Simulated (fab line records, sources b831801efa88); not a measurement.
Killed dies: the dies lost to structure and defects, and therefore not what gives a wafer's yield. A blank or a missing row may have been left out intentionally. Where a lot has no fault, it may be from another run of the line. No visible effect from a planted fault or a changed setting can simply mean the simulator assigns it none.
A single fault, viewed from 2 desks    flow sky130    each desk has only its own numbers; what lay behind them comes last

## FROM THE METROLOGY DESK
Means of the sampled wafers that have a number, per lot and without regard to the tool the lot ran on: this is what the gauges read. Marked OUT: a lot whose mean sits more than 4 standard deviations from the usual mean, which makes it out of limits; the brackets give that distance.
Columns: A = VIA3_W_RS at SKY_VIA3_RS_MEAS_22, usual 0.295 ohm/sq; B = VIA3_W_THK at SKY_VIA3_THK_MEAS_23, usual 392 nm
lot   first seen here  A                 B
L409  day 42 18:13     0.295             388
L410  day 43 00:15     0.300             385
L411  day 43 05:44     0.294             395
L413  day 43 18:20     0.333 (+9.4) OUT  355 (-6.3) OUT
L414  day 43 20:44     0.334 (+9.7) OUT  354 (-6.5) OUT
L416  day 44 11:02     0.334 (+9.8) OUT  352 (-6.7) OUT
L424  day 47 00:36     0.300             385
L426  day 47 04:49     0.299             385
L427  day 47 11:59     0.297             390
L428  day 47 15:13     0.294             392
This desk finds L413, L414, L416 out of limits, with the earliest case on L413 at day 43 18:20 (VIA3_W_RS at SKY_VIA3_RS_MEAS_22). L409, L410, L411, L424, L426, L427, L428 stayed within limits.

## AT THE TOOL OWNER'S DESK: cvd-w-02
The tool's own readings at SKY_VIA3_CVD_21 (deposits W, target thk 390 nm, time 117.31 s): means of the sampled wafers that have a number, for each lot that ran on this tool. Marked OUT: a lot whose mean sits more than 4 standard deviations from the usual mean, which makes it out of limits; the brackets give that distance.
Columns: A = chamber-pressure-Torr at SKY_VIA3_CVD_21, usual 40.00 Torr; B = heater-power-w at SKY_VIA3_CVD_21, usual 818 W; C = susceptor-temp-C at SKY_VIA3_CVD_21, usual 399.99 C
lot   first seen here  A      B    C
L409  day 42 18:06     40.04  845  399.94
L410  day 43 00:06     39.99  835  400.12
L413  day 43 18:13     40.02  875  400.25
L414  day 43 20:36     39.98  867  399.85
L416  day 44 10:55     40.07  889  400.14
L424  day 47 00:27     40.08  912  400.01
L426  day 47 04:41     40.00  883  399.88
L427  day 47 11:51     39.98  867  399.83
L428  day 47 15:04     39.91  858  400.00
This desk's verdict: no lot among the 9 shows anything out of limits.

## ALL TOGETHER
L413, L414, L416 would have let the metrology desk raise an alarm at day 43 18:20.
The desk of the tool owner found nothing out of limits.
The tool owner's desk has L413, L414, L416 on record, within its limits.
All the named lots went through SKY_VIA3_CVD_21 on cvd-w-02.

## WHAT THE SIMULATOR HAD INSERTED
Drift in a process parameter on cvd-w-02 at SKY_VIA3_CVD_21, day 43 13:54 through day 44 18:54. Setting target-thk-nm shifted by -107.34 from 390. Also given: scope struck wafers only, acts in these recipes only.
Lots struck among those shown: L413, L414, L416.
Time in hours between the start of the fault and the first out-of-limits reading at each desk: metrology desk, 4.
